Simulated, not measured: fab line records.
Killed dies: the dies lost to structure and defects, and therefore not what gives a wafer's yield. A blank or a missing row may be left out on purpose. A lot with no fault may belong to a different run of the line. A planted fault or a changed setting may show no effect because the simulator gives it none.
fab line records    flow gf180mcu
[record] lots = 6  wafers = 18  lastDay = 33
route steps=602 shown STI@18
lots that met no fault: taken from a fault-free run of the same line
startH: hours from the record's first day to the start of the lot's first wafer shown    waitH: how many hours have passed since the lot's step before this one    " identical to the entry in the row above    L1.1+2: one row covering several wafers at once    - no value present, or no start provided    * or withheld: withheld    < > ~ a bound
route shown NAME@n: names a module that has steps shown in the file, with the first one's number in the route    usual: mean/standard deviation taken from wafers without a fault    same: alike in all rows    chamber/n: place in a boat    sites: readings site by site    _std_site: the values' standard deviation    _edge_site: the outer-site mean with the inner-site mean subtracted    radiusMm: for every site, how far away it sits from the centre of the wafer    mask NAME#n: copy n    behind: the last tool/chamber to shape the wafer    hold: cause of the lot's hold/its duration in hours/its outcome    device: whichever transistor did not switch (one of n, p or np)    end of line: at the end of the route, the tests of the same wafers    where a step has no rows: the recipe by itself    killed: dies lost to structure and defects at the first sort, not the wafer's yield    map: dies across one wafer; x = killed, . = not, _ = none there
set.NAME: the setting as run; set.NAME@STEP: as run at that earlier step    model.NAME: the simulator's own value behind a step, which no gauge read
lots at selected steps of the route; one table per step, one row per wafer
services: when a tool's chamber went out of use (startH, in hours from the record's first day, below 0 if earlier), for how many hours, and the reason
[[steps]]
[step GF_STI_WET_ETCH_17]
[recipe] chemistry = H3PO4  targetDepthNm = 45  tempC = 160  target = Si3N4  timeS = 514
[step GF_STI_CLEAN_18]
[recipe] chemistry = SC1/SC2  mix = 1:4:20  tempC = 70  timeS = 154.2
[step GF_STI_CLEAN_19]
[recipe] chemistry = dHF  timeS = 20  dilution = 100:1
[step GF_STI_WET_ETCH_20]
[recipe] chemistry = dHF  dilution = 100:1  targetDepthNm = 20  tempC = 25  dry = ipaMarangoni  target = SiO2  timeS = 400
[step GF_STI_OXIDATION_21]
[recipe] tempC = 1000  ambient = O2  stabiliseS = 600  purgeS = 300  targetThkA = 150  oxTimeS = 458
[step GF_STI_THK_MEAS_22]
[recipe] reads = SiO2_of_STI_OXIDATION_21
[usual] STI_OXIDATION_01_THK = 15.17/0.27
lot.wafer  tool          chamber  startH  waitH  STI_OXIDATION_01_THK[nm]
L823.3     filmMetro-04  -        57.01   0.0    15.00
L823.4     "             -        "       "      14.73
L823.5     "             -        "       "      14.84
L828.2     filmMetro-01  -        80.76   0.0    15.39
L828.5     "             -        "       "      15.42
L828.6     "             -        "       "      15.32
L833.2     filmMetro-01  -        106.35  0.0    14.84
L833.4     "             -        "       "      14.96
L833.5     "             -        "       "      14.92
L834.1     filmMetro-01  -        110.42  0.0    15.86
L834.2     "             -        "       "      15.65
L834.6     "             -        "       "      15.86
L835.1     filmMetro-01  -        114.44  0.0    15.37
L835.4     "             -        "       "      15.46
L835.6     "             -        "       "      15.43
L836.4     filmMetro-02  -        120.14  0.0    14.98
L836.5     "             -        "       "      14.71
L836.6     "             -        "       "      14.98
[step GF_STI_CVD_23]
[recipe] material = SiO2  targetThkNm = 650  sigmaOpenFrac = 0.3  timeS = 108.3  tempC = 600  sih4FlowSccm = 60  pressureMtorr = 6
[step GF_STI_THK_MEAS_24]
[recipe] reads = SiO2_of_STI_CVD_23
[usual] STI_CVD_23_THK = 647/7.6
lot.wafer  tool          chamber  startH  waitH  STI_CVD_23_THK[nm]
L823.3     filmMetro-04  -        57.14   0.1    649
L823.4     "             -        "       "      649
L823.5     "             -        "       "      639
L828.2     filmMetro-04  -        80.90   0.0    656
L828.5     "             -        "       "      653
L828.6     "             -        "       "      647
L833.2     filmMetro-04  -        106.49  0.0    651
L833.4     "             -        "       "      645
L833.5     "             -        "       "      657
L834.1     filmMetro-01  -        110.55  0.0    649
L834.2     "             -        "       "      649
L834.6     "             -        "       "      651
L835.1     filmMetro-01  -        114.58  0.0    649
L835.4     "             -        "       "      635
L835.6     "             -        "       "      652
L836.4     filmMetro-02  -        120.28  0.0    642
L836.5     "             -        "       "      651
L836.6     "             -        "       "      636
[step GF_STI_CMP_25]
[recipe] stopOn = Si3N4  tOverpolishS = 33  downForcePsi = 4  platenRpm = 60  targetThkNm = 524.6  padVelocityMS = 0.94248
[usual] edgeZonePressureFrac = 1.000/0.0054  motorCurrentA = 12.8/1.3  overpolishRunS = 33.000/0.0084  timeToEndpointS = 125/4.7
lot.wafer  tool    chamber  startH  waitH  edgeZonePressureFrac  motorCurrentA  overpolishRunS  timeToEndpointS
L823.3     cmp-01  1        57.28   0.1    0.998                 12.9           33.001          124
L823.4     "       2        "       "      1.002                 11.2           33.010          124
L823.5     "       3        "       "      0.995                 13.9           32.996          131
L828.2     cmp-01  1        81.05   0.1    1.000                 13.4           32.999          125
L828.6     "       3        "       "      1.015                 12.3           33.001          127
L828.5     "       0        "       "      0.995                 12.7           33.012          121
L833.4     cmp-02  1        106.64  0.1    1.013                 13.2           33.011          122
L833.2     "       2        "       "      1.003                 15.0           33.004          116
L833.5     "       3        "       "      1.001                 11.9           32.992          124
L834.2     cmp-01  3        110.71  0.1    1.001                 13.4           32.997          130
L834.1     "       0        "       "      1.001                 13.7           32.992          127
L834.6     "       1        "       "      0.990                 13.2           32.998          128
L835.1     cmp-02  3        114.64  0.1    0.995                 12.2           33.007          121
L835.4     "       0        "       "      0.993                 12.5           33.012          114
L835.6     "       0        "       "      0.998                 12.7           33.014          120
L836.4     cmp-02  3        120.41  0.1    0.998                 11.2           33.005          124
L836.6     "       1        "       "      0.987                 12.2           33.015          125
L836.5     "       2        "       "      0.996                 15.6           33.002          125
[step GF_STI_WET_ETCH_26]
[recipe] chemistry = dHF  targetDepthNm = 94  target = SiO2  tempC = 25  dilution = 10:1  timeS = 188
[step GF_STI_WET_ETCH_27]
[recipe] chemistry = H3PO4  targetDepthNm = 160  target = Si3N4  tempC = 160  timeS = 1825
[step GF_STI_WET_ETCH_28]
[recipe] chemistry = dHF  targetDepthNm = 20  dry = ipaMarangoni  target = SiO2  tempC = 25  dilution = 10:1  timeS = 40
[step GF_STI_OXIDATION_29]
[recipe] tempC = 900  ambient = O2  stabiliseS = 600  purgeS = 300  targetThkA = 100  oxTimeS = 1418
[usual] oxTempC = 899.9/0.4  oxTempCMax = 904.8/1.5
lot.wafer  tool        chamber  startH  waitH  oxTempC  oxTempCMax
L823.3     furnace-01  0        58.75   0.7    899.7    903.3
L823.4     "           0        "       "      899.1    902.3
L823.5     "           0        "       "      899.8    902.3
L828.2     furnace-02  0        81.85   0.0    899.7    905.7
L828.5     "           0        "       "      900.0    905.8
L828.6     "           0        "       "      899.9    906.4
L833.2     furnace-01  -        109.08  1.6    -        -
L833.4     "           -        "       "      -        -
L833.5     "           -        "       "      -        -
L834.1     furnace-01  -        111.51  0.0    -        -
L834.2     "           -        "       "      -        -
L834.6     "           -        "       "      -        -
L835.1     furnace-02  0        115.70  0.1    899.7    906.6
L835.4     "           0        "       "      899.7    906.4
L835.6     "           0        "       "      899.6    905.7
L836.4     furnace-01  0        121.51  0.2    900.2    903.6
L836.5     "           0        "       "      900.6    903.8
L836.6     "           0        "       "      900.6    903.9
[[services]]
tool        chamber  startH  hours  kind
furnace-01  -        33.79   22.3   repair
cmp-02      -        34.51   0.6    repair
cmp-02      -        64.58   4.0    pm
cmp-02      -        68.58   -      consumableReplace:conditioner
cmp-02      -        68.58   -      consumableReplace:pad
cmp-01      -        68.83   0.8    repair
cmp-02      -        94.22   2.4    repair
furnace-02  -        101.51  3.7    pm
cmp-02      -        111.56  2.7    repair
[[key]]
[firstSign] step = GF_STI_OXIDATION_29  reading = toolRecord  direction = missing
effect none on later readings
metAt GF_STI_OXIDATION_29
struckWafers L833.2,L833.4,L833.5,L834.1,L834.2,L834.6
laterRowsLeftOut L833.2,L833.4,L833.5,L834.1,L834.2,L834.6
sortLeftOut L833.2,L833.4,L833.5,L834.1,L834.2,L834.6
testerLeftOut L833,L834
onsetBetween 58.75 109.08
[fault] kind = skippedStepWhole  tool = furnace-01  chamber = -  onsetH = 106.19  steps = GF_STI_OXIDATION_29  scope = struckLotsOnly
// testerLeftOut: of these lots the tester's yield and bins aren't shown, on N5 and GAA mostly nor the transistor test; their killed dies are dies lost to structure and defects alone, not to doping, threshold or leakage, so they don't give the yield
// sortLeftOut: the simulated sort isn't trusted on such a fault, so these wafers' sort isn't shown, and their yield isn't known
// laterRowsLeftOut: the simulator's readings of these wafers behind a module that went badly wrong aren't trusted and aren't shown, but for the sort
